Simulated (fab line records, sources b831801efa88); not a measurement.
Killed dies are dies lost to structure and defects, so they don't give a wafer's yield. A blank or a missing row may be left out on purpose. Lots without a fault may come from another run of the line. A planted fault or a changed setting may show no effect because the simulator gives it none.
fab line records | flow gf180mcu | part 2 of 2: steps 27 to 35 of 35
record lots=5 wafers=15 last_day=33
route steps=602 shown CONTACT@305 M1@315 V1@335
lots that met no fault: from a run of the same line without faults
start_h: hours from the record's first day to the start of the lot's first wafer shown | wait_h: hours since the lot's step before | " the same as in the row above | L1.1+2: a row that stands for several wafers | - no value, or no start given | * or withheld: withheld | < > ~ a bound
route shown NAME@n: a module of which the file shows steps, and the number in the route of the first | usual: mean/standard deviation of fault-free wafers | same: alike in all rows | chamber/n: place in a boat | sites: the reading at each site | _std_site: their standard deviation | _edge_site: outer sites' mean less inner sites' | radius_mm: how far each site lies from the wafer's centre | mask NAME#n: copy n | behind: the tool/chamber that last shaped the wafer | hold: why the lot was held/for how many hours/how that ended | device: the transistor (n, p or np) that didn't switch | end of line: the same wafers' tests at the end of the route | a step without rows: its recipe alone | killed: dies lost to structure and defects at the first sort, not the wafer's yield | map: a wafer's dies, x killed, . not, _ none there
set.NAME: the setting as run; set.NAME@STEP: as run at that earlier step | model.NAME: the simulator's own value behind a step, which no gauge read
lots at some steps of the route; a table a step, a row a wafer
services: from which hour (start_h, from the record's first day; less than 0 if before it) a tool's chamber was out of use, for how many hours, and why
## steps
# step GF_M1_METAL_ETCH_16
# recipe chemistry=Cl2/BCl3 mask_material=KrF target_depth_nm=627.5 stop_on=SiO2 pressure_mtorr=8 icp_w=800 bias_w=140 Cl2_flow_sccm=80 bcl3_flow_sccm=40 time_s=104.6
# usual drypump_motor_current_A=5.70/0.23 oes_product_au=0.970/0.0066 throttle_valve_pct=28.252/0.011
# columns lot.wafer tool chamber start_h wait_h drypump_motor_current_A oes_product_au rf_hours_counter_h throttle_valve_pct
L076.2 rie_metal-01 1 403.79 0.0 5.65 0.970 7.7 28.252
L076.4 " 1 " " 5.68 0.970 - 28.264
L076.5 " 0 " " 5.55 0.967 - 28.248
L079.2 rie_metal-02 1 440.54 0.0 5.65 0.974 8.5 28.262
L079.3 " 1 " " 5.67 0.973 - 28.283
L079.4 " 0 " " 6.10 0.968 - 28.245
L084.1 rie_metal-03 0 483.87 0.0 5.80 0.962 10.2 28.247
L084.2 " 1 " " 5.43 0.957 8.6 28.256
L084.4 " 1 " " 5.42 0.970 - 28.264
L089.1 rie_metal-03 1 525.81 0.0 5.40 0.968 9.5 28.247
L089.5 " 1 " " 5.39 0.968 - 28.243
L089.6 " 1 " " 5.41 0.963 - 28.259
L093.2 rie_metal-02 0 557.15 0.0 6.11 0.972 7.8 28.248
L093.5 " 1 " " 5.70 0.975 - 28.235
L093.6 " 0 " " 6.12 0.980 - 28.230
# step GF_M1_STRIP_17
# recipe chemistry=O2/N2 power_w=1400 pressure_mtorr=1500 platen_temp_c=250 o2_flow_sccm=3000 n2_flow_sccm=300 overash_fraction=0.5
# usual drypump_motor_current_A=5.91/0.16 heater_power_w=310/49 oes_product_au=0.557/0.0045 strip_time_to_endpoint_s=7.85/0.048
# columns lot.wafer tool chamber start_h wait_h drypump_motor_current_A heater_power_w oes_product_au rf_hours_counter_h strip_time_to_endpoint_s
L076.2 plasma_asher-03 1 403.90 0.1 6.11 325 0.563 75 7.91
L076.4 " 1 " " 6.09 320 0.556 - 7.90
L076.5 " 1 " " 6.09 322 0.560 - 7.90
L079.2 plasma_asher-02 1 440.69 0.1 5.60 308 0.555 33 7.87
L079.3 " 1 " " 5.62 301 0.559 - 7.85
L079.4 " 0 " " 5.97 268 0.557 - 7.93
L084.1 plasma_asher-01 0 483.99 0.1 5.89 398 0.554 67 7.82
L084.2 " 1 " " 5.95 298 0.559 67 7.84
L084.4 " 1 " " 5.98 309 0.556 - 7.80
L089.1 plasma_asher-01 0 526.03 0.2 5.88 420 0.553 70 7.79
L089.5 " 1 " " 5.94 317 0.560 - 7.83
L089.6 " 0 " " 5.85 414 0.558 - 7.79
L093.2 plasma_asher-02 1 557.27 0.1 5.62 302 0.554 44 7.83
L093.5 " 0 " " 6.01 278 0.557 - 7.80
L093.6 " 1 " " 5.61 302 0.553 - 7.81
# step GF_M1_STRIP_18
# recipe chemistry=post_etch_residue_remover time_s=1200 temp_c=72.5
# usual temp_c=72.49/0.13
# columns lot.wafer tool chamber start_h wait_h temp_c
L076.2 wet_bench-01 3 404.00 0.1 72.52
L076.4 " 3 " " 72.38
L076.5 " 3 " " 72.46
L079.2 wet_bench-02 0 440.79 0.1 72.35
L079.3 " 0 " " 72.44
L079.4 " 0 " " 72.46
L084.1 wet_bench-02 0 484.09 0.1 72.50
L084.2 " 0 " " 72.48
L084.4 " 0 " " 72.38
L089.1 wet_bench-01 3 526.13 0.1 72.58
L089.5 " 3 " " 72.60
L089.6 " 3 " " 72.41
L093.2 wet_bench-04 1 557.37 0.1 72.40
L093.5 " 1 " " 72.44
L093.6 " 1 " " 72.48
# step GF_M1_CLEAN_19
# recipe chemistry=DIW dry=n2_spin
# columns lot.wafer tool chamber start_h wait_h
L076.2+4+5 wet_bench-01 0 404.37 0.0
L079.2+3+4 wet_bench-04 0 441.13 0.0
L084.1+2+4 wet_bench-04 2 484.43 0.0
L089.1+5+6 wet_bench-04 2 526.81 0.0
L093.2+5+6 wet_bench-02 2 557.71 0.0
# step GF_V1_CVD_00
# recipe material=SiO2 target_thk_nm=600 sigma_open_frac=0.3 temp_c=400 time_s=100 sih4_flow_sccm=60 pressure_mtorr=6
# usual pressure_mtorr=6.000/0.012
# columns lot.wafer tool chamber start_h wait_h pressure_mtorr
L076.2 hdpcvd-01 1 404.47 0.0 6.000
L076.4 " 1 " " 6.010
L076.5 " 2 " " 5.989
L079.2 hdpcvd-01 2 441.22 0.0 6.009
L079.3 " 1 " " 6.019
L079.4 " 2 " " 6.016
L084.1 hdpcvd-02 2 484.52 0.0 6.013
L084.2 " 1 " " 6.004
L084.4 " 2 " " 5.993
L089.1 hdpcvd-02 2 526.91 0.0 6.006
L089.5 " 2 " " 5.998
L089.6 " 1 " " 6.014
L093.2 hdpcvd-02 0 557.80 0.0 6.001
L093.5 " 2 " " 5.997
L093.6 " 1 " " 5.987
# step GF_V1_THK_MEAS_01
# recipe reads=SiO2_of_V1_CVD_00
# usual V1_CVD_00_THK=599/5.1
# columns lot.wafer tool chamber start_h wait_h V1_CVD_00_THK[nm]
L076.2 film_metro-03 - 404.56 0.0 599
L076.4 " - " " 590
L076.5 " - " " 595
L079.2 film_metro-01 - 441.31 0.0 601
L079.3 " - " " 594
L079.4 " - " " 590
L084.1 film_metro-01 - 484.59 0.0 599
L084.2 " - " " 595
L084.4 " - " " 603
L089.1 film_metro-01 - 526.98 0.0 604
L089.5 " - " " 602
L089.6 " - " " 595
L093.2 film_metro-03 - 557.88 0.0 599
L093.5 " - " " 597
L093.6 " - " " 606
# step GF_V1_CVD_02
# recipe material=SiO2 target_thk_nm=850 precursor=TEOS temp_c=400 time_s=94.851 rf_w=600
# usual heater_power_w=741/120
# columns lot.wafer tool chamber start_h wait_h heater_power_w since_wet_clean_h
L076.2 pecvd-04 2 404.61 0.0 762 22
L076.4 " 2 " " 806 -
L076.5 " 0 " " 759 -
L079.2 pecvd-01 1 441.36 0.0 881 267
L079.3 " 2 " " 653 267
L079.4 " 0 " " 705 -
L084.1 pecvd-02 1 484.65 0.1 478 518
L084.2 " 2 " " 788 518
L084.4 " 0 " " 867 -
L089.1 pecvd-04 1 527.04 0.1 879 144
L089.5 " 0 " " 646 -
L089.6 " 2 " " 692 -
L093.2 pecvd-02 2 557.93 0.0 748 592
L093.5 " 2 " " 783 -
L093.6 " 0 " " 856 -
# step GF_V1_THK_MEAS_03
# recipe reads=SiO2_of_V1_CVD_02
# usual V1_CVD_02_THK=848/11
# columns lot.wafer tool chamber start_h wait_h V1_CVD_02_THK[nm]
L076.2 film_metro-01 - 404.69 0.0 834
L076.4 " - " " 835
L076.5 " - " " 865
L079.2 film_metro-01 - 441.43 0.0 854
L079.3 " - " " 845
L079.4 " - " " 861
L084.1 film_metro-04 - 484.72 0.0 841
L084.2 " - " " 839
L084.4 " - " " 848
L089.1 film_metro-04 - 527.11 0.0 845
L089.5 " - " " 860
L089.6 " - " " 839
L093.2 film_metro-03 - 558.01 0.0 826
L093.5 " - " " 834
L093.6 " - " " 837
# step GF_V1_CMP_04
# recipe material=SiO2 down_force_psi=4 platen_rpm=60 pad_velocity_m_s=0.94248
# usual motor_current_A=11.6/0.92 slurry_flow_ml_min=150.0/0.49 time_to_endpoint_s=83/5.3
# columns lot.wafer tool chamber start_h wait_h motor_current_A slurry_flow_ml_min time_to_endpoint_s
L076.2 cmp-01 2 405.10 0.4 10.4 149.4 75
L076.4 " 1 " " 12.2 149.8 79
L076.5 " 2 " " 10.6 149.4 86
L079.3 cmp-02 1 441.53 0.1 11.1 149.7 80
L079.4 " 2 " " 11.9 150.0 88
L079.2 " 3 " " 10.8 148.9 81
L084.4 cmp-01 3 484.78 0.0 13.3 149.7 84
L084.2 " 0 " " 11.0 149.3 82
L084.1 " 1 " " 12.8 149.6 79
L089.1 cmp-02 3 527.32 0.2 10.8 149.4 78
L089.6 " 0 " " 11.6 149.7 78
L089.5 " 1 " " 11.5 150.0 88
L093.2 cmp-01 0 558.11 0.1 10.4 150.2 78
L093.5 " 3 " " 13.9 150.0 76
L093.6 " 0 " " 11.2 149.9 83
## services
# columns tool chamber start_h hours kind
cmp-01 - 359.37 0.2 repair
cvd_w-02 0 368.27 1.3 repair
hdpcvd-02 0 374.85 5.2 repair
plasma_asher-04 - 381.25 9.9 repair
cvd_w-02 - 390.00 14.0 pm
plasma_asher-01 - 393.30 4.9 pm
cmp-02 - 404.23 4.0 pm
pvd_sputter-03 - 417.47 10.6 repair
plasma_asher-04 - 421.25 9.0 pm
krf_scanner-02 - 425.38 1.0 pm
cmp-01 - 430.60 5.6 pm
cmp-02 - 447.26 3.5 repair
wet_bench-04 - 465.57 5.0 repair
cmp-02 - 471.27 0.3 repair
krf_scanner-02 - 477.13 0.8 pm
krf_scanner-02 - 480.11 4.0 pm
krf_scanner-02 - 484.13 1.3 pm
cmp-01 - 491.25 0.8 repair
cmp-02 - 498.70 1.8 repair
cmp-02 - 511.62 6.3 repair
cvd_w-02 - 512.70 6.0 pm
cmp-02 - 519.16 0.4 repair
krf_scanner-02 - 522.13 0.5 repair
krf_scanner-02 - 556.78 3.6 pm
